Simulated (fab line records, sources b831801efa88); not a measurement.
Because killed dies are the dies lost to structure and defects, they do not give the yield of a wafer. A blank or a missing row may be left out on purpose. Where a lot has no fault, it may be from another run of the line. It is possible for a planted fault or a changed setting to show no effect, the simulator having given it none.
Which tool is to blame? | flow gf180mcu | 13 lots, 39 wafers sampled, at 3 steps of a route of 602

WHAT THE GAUGES READ, wafer by wafer
GF_MVPSD_OVL_MEAS_07. Usual: MVPSD_OVL 0.7 nm, standard deviation 1.2.
lot  | measured     | on         | MVPSD_OVL (nm) | flag
L924 | day 4 23:52  | overlay-02 | -0.4 -0.5 -0.5 |
L925 | day 5 05:54  | overlay-01 | -1.1 -0.5 1.1  |
L926 | day 5 11:59  | overlay-02 | -0.4 0.9 -1.0  |
L927 | day 5 18:37  | overlay-01 | -0.1 0.7 2.1   |
L928 | day 6 01:04  | overlay-01 | 2.8 0.9 0.6    |
L929 | day 6 07:08  | overlay-02 | 2.9 1.0 0.6    |
L930 | day 6 13:31  | overlay-01 | 1.9 0.8 -0.3   |
L931 | day 6 18:16  | overlay-02 | 2.3 2.1 1.2    |
L936 | day 8 00:42  | overlay-02 | 0.3 -0.1 1.0   |
L938 | day 8 12:43  | overlay-02 | 4.2 2.9 -0.7   |
L944 | day 10 00:24 | overlay-02 | 0.3 0.2 0.0    |
L945 | day 10 06:20 | overlay-02 | -1.5 1.6 1.2   |
L947 | day 10 16:41 | overlay-02 | -1.9 -1.1 1.6  |

GF_HV_LDD_OVL_MEAS_32. Usual: HV_LDD_02_OVL -1.2 nm, standard deviation 1.3.
lot  | measured     | on         | HV_LDD_02_OVL (nm) | flag
L924 | day 11 12:11 | overlay-02 | -0.4 -0.5 -2.3     |
L925 | day 11 18:16 | overlay-02 | -2.1 -1.4 -1.3     |
L926 | day 12 03:36 | overlay-01 | -0.3 0.1 -0.8      |
L927 | day 12 12:49 | overlay-01 | 0.0 -0.7 -1.1      |
L928 | day 12 19:52 | overlay-02 | 1.5 -2.3 0.0       |
L929 | day 13 05:17 | overlay-01 | -2.7 -3.8 -3.2     |
L930 | day 13 14:34 | overlay-01 | -3.9 -2.3 -3.9     |
L931 | day 13 21:57 | overlay-01 | -3.4 -4.8 -3.4     |
L936 | day 15 16:31 | overlay-01 | -2.3 -1.0          |
L938 | day 16 03:31 | overlay-02 | -2.4               |
L944 | day 18 03:49 | overlay-01 | -1.1 0.9 -1.6      |
L945 | day 18 11:24 | overlay-02 | -0.3 -1.2 -0.8     |
L947 | day 18 23:44 | overlay-01 | -1.2 0.2 -2.9      |

WHAT TOOL EACH LOT RAN ON (gives the tool, then ch and the chambers of the sampled wafers, and finally the start)
lot  | GF_POLY_GATE_ETCH_13
L924 | rie_si-01 ch 0,2,3, day 9 04:31
L925 | rie_si-01 ch 1,2,3, day 9 10:09
L926 | rie_si-01 ch 1,3, day 9 18:40
L927 | rie_si-02 ch 0,1,2, day 10 02:28
L928 | rie_si-02 ch 0,1,3, day 10 09:31
L929 | rie_si-01 ch 0,1,3, day 10 16:37
L930 | rie_si-01 ch 1,2,3, day 11 00:55
L931 | rie_si-02 ch 0,1,3, day 11 08:18
L936 | rie_si-02 ch 1,2,3, day 12 21:49
L938 | rie_si-02 ch 1,2,3, day 13 07:59
L944 | rie_si-01 ch 0,1,2, day 15 05:12
L945 | rie_si-01 ch 0,1,3, day 15 12:16
L947 | rie_si-01 ch 0,3, day 16 00:35
- GF_POLY_GATE_ETCH_13: etches poly-Si in HBr/Cl2, stops on SiO2, target depth 198.5 nm, time 69.6 s.

AS READ BY THE TOOLS THEMSELVES (means over the sampled wafers that have a number; for cases with no such wafer, the mark the record gives instead)
GF_POLY_GATE_ETCH_13. Usual: bias_w 100.0 W, standard deviation 0.31; drypump_motor_current_A 5.7 A, standard deviation 0.45; oes_product_au 0.991 a.u., standard deviation 0.0065; run_length_s 97.8 s, standard deviation 0.36; throttle_valve_pct 33.684 %, standard deviation 0.0089.
lot  | tool      | bias_w (W) | drypump_motor_current_A (A) | oes_product_au (a.u.) | run_length_s (s) | throttle_valve_pct (%) | flag
L924 | rie_si-01 | 99.9       | 5.5                         | 0.994                 | 97.8             | 33.684                 |
L925 | rie_si-01 | 100.0      | 5.7                         | 0.991                 | 97.8             | 33.692                 |
L926 | rie_si-01 | 100.0      | 5.4                         | 0.991                 | 97.2             | 33.682                 |
L927 | rie_si-02 | 99.9       | 6.0                         | 0.989                 | 98.0             | 33.689                 |
L928 | rie_si-02 | 99.8       | 6.0                         | 0.994                 | 98.0             | 33.674                 |
L929 | rie_si-01 | 100.0      | 5.3                         | 0.991                 | 97.8             | 33.690                 |
L930 | rie_si-01 | 99.9       | 5.7                         | 0.990                 | 97.8             | 33.691                 |
L931 | rie_si-02 | 100.1      | 6.0                         | 0.996                 | 97.9             | 33.677                 |
L936 | rie_si-02 | 100.0      | 5.8                         | 0.992                 | 91.5             | 33.689                 | OFF
L938 | rie_si-02 | 100.4      | 5.8                         | 0.991                 | 85.0             | 33.686                 | OFF
L944 | rie_si-01 | 99.7       | 5.5                         | 0.990                 | 97.8             | 33.687                 |
L945 | rie_si-01 | 100.0      | 5.2                         | 0.987                 | 97.5             | 33.682                 |
L947 | rie_si-01 | 100.0      | 5.2                         | 0.993                 | 97.6             | 33.677                 |

THE ANSWER, worked out from the rows above alone
Rule: take the mean of a lot's wafers that have a number; if it is more than 3 standard deviations from the usual mean, the lot is off. A lot without any number at a reading at which 4 lots or more have one is off too. Where the step has rows for the other lots, those lots are counted as sound. First the gauges in route order, then the tools' own readings, where a lot's mean is used as printed above. The first step at which some lot is off is used, and at that step the reading that is off furthest; a lot without a number counts as furthest.
Off: L936, L938, at GF_POLY_GATE_ETCH_13 (run_length_s).
A tool fits if, at that step or a process step before it, it ran every lot that is off, and no sound lot after the first of them. One fits: rie_si-02 at GF_POLY_GATE_ETCH_13. Its last sound lot is L931 (day 11 08:18), its first lot that is off L936 (day 12 21:49): a fault that began between those two fits.
The tool's own readings at GF_POLY_GATE_ETCH_13 bear it out: on the lots that are off they differ by more than 5 times the standard deviation of the sound lots' means. run_length_s reads 88.2 s there against 97.7 s on the sound lots.

WHAT THE SIMULATOR PUT IN
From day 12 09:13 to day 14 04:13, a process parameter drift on rie_si-02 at GF_POLY_GATE_ETCH_13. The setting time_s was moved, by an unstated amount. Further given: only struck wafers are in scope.
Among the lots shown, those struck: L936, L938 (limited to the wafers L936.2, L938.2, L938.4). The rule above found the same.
